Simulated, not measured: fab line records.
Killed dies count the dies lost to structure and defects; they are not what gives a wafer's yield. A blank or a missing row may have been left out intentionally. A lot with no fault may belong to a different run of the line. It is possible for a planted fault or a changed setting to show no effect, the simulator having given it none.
Which of the tools did it? || flow gf180mcu || 7 lots, 21 wafers sampled, at 4 steps of a route of 602

## WHAT THE GAUGES SHOWED, per wafer
GF_M1_CD_MEAS_14: target cd 230 nm.
{"lot": "L441", "measured": "day 17 16:00", "on": "cdSem-02", "cdNm (nm)": "229.6 229.3 229.7"}
{"lot": "L444", "measured": "day 18 11:56", "on": "cdSem-02", "cdNm (nm)": "229.0 227.1 228.5"}
{"lot": "L450", "measured": "day 21 09:54", "on": "cdSem-01", "cdNm (nm)": "- - -"}
{"lot": "L454", "measured": "day 22 12:02", "on": "cdSem-01", "cdNm (nm)": "227.7 228.2 226.8"}
{"lot": "L457", "measured": "day 23 12:05", "on": "cdSem-01", "cdNm (nm)": "231.2 230.9 230.2"}
{"lot": "L461", "measured": "day 24 23:02", "on": "cdSem-01", "cdNm (nm)": "229.4 228.7 230.3"}
{"lot": "L462", "measured": "day 25 19:52", "on": "cdSem-01", "cdNm (nm)": "231.0 230.1 229.1"}

## TOOL THAT RAN EACH LOT (tool first, then ch and the chambers of the sampled wafers, then the start)
{"lot": "L441", "GF_CONTACT_CVD_24": "cvdW-02 ch 0,1, day 16 16:18", "GF_M1_SPUTTER_03": "pvdSputter-04, day 16 17:02", "GF_M1_EXPOSE_11": "krfScanner-01 ch 0, day 17 04:35"}
{"lot": "L444", "GF_CONTACT_CVD_24": "cvdW-02 ch 0,1, day 17 11:44", "GF_M1_SPUTTER_03": "pvdSputter-02, day 17 12:26", "GF_M1_EXPOSE_11": "krfScanner-01 ch 0, day 17 23:53"}
{"lot": "L450", "GF_CONTACT_CVD_24": "cvdW-02 ch 0,1, day 20 09:45", "GF_M1_SPUTTER_03": "pvdSputter-01, day 20 10:29", "GF_M1_EXPOSE_11": "krfScanner-01, day 20 22:26"}
{"lot": "L454", "GF_CONTACT_CVD_24": "cvdW-02 ch 0,1, day 21 12:22", "GF_M1_SPUTTER_03": "pvdSputter-01, day 21 13:07", "GF_M1_EXPOSE_11": "krfScanner-01 ch 0, day 22 00:55"}
{"lot": "L457", "GF_CONTACT_CVD_24": "cvdW-02 ch 0,1, day 22 12:08", "GF_M1_SPUTTER_03": "pvdSputter-01, day 22 12:50", "GF_M1_EXPOSE_11": "krfScanner-02 ch 0, day 23 00:38"}
{"lot": "L461", "GF_CONTACT_CVD_24": "cvdW-02 ch 0,1, day 24 00:16", "GF_M1_SPUTTER_03": "pvdSputter-01, day 24 00:59", "GF_M1_EXPOSE_11": "krfScanner-01 ch 0, day 24 12:38"}
{"lot": "L462", "GF_CONTACT_CVD_24": "cvdW-02 ch 0, day 24 21:47", "GF_M1_SPUTTER_03": "pvdSputter-04, day 24 22:32", "GF_M1_EXPOSE_11": "krfScanner-02 ch 0, day 25 09:24"}
- GF_CONTACT_CVD_24: deposits W, target thk 300 nm, time 90.339 s.
- GF_M1_SPUTTER_03: material Ti, target thk 10 nm, time 6.7 s.
- GF_M1_EXPOSE_11: exposes mask Metal1, target cd 230 nm.

## THE ANSWER, worked out from the rows above alone
Rule: usual is defined by the lots themselves. The widest of any qualifying gaps counts: lots, ordered by their means at a reading, are off when they make up no more than a third of the lots, leave a main group of 4 or more, and stand apart from it by 3 or more times the standard deviation of that group's means. The tables above print the reading to a certain number of digits; a main group whose means all agree to those digits is not used. A lot without any number at a reading at which 4 lots or more have one is off too. The other lots that the step has rows for count as sound.
Off: L450 (GF_M1_CD_MEAS_14, cdNm). Without a number there: L450. Mean 229.3 nm and standard deviation 1.1 in the main group.
A tool fits if, at a process step before that reading, it ran every lot that is off, and no sound lot after the first of them. The gauges at GF_M1_CD_MEAS_14 are tried like those tools. Of those tried, none fits.

## WHAT THE SIMULATOR PUT IN
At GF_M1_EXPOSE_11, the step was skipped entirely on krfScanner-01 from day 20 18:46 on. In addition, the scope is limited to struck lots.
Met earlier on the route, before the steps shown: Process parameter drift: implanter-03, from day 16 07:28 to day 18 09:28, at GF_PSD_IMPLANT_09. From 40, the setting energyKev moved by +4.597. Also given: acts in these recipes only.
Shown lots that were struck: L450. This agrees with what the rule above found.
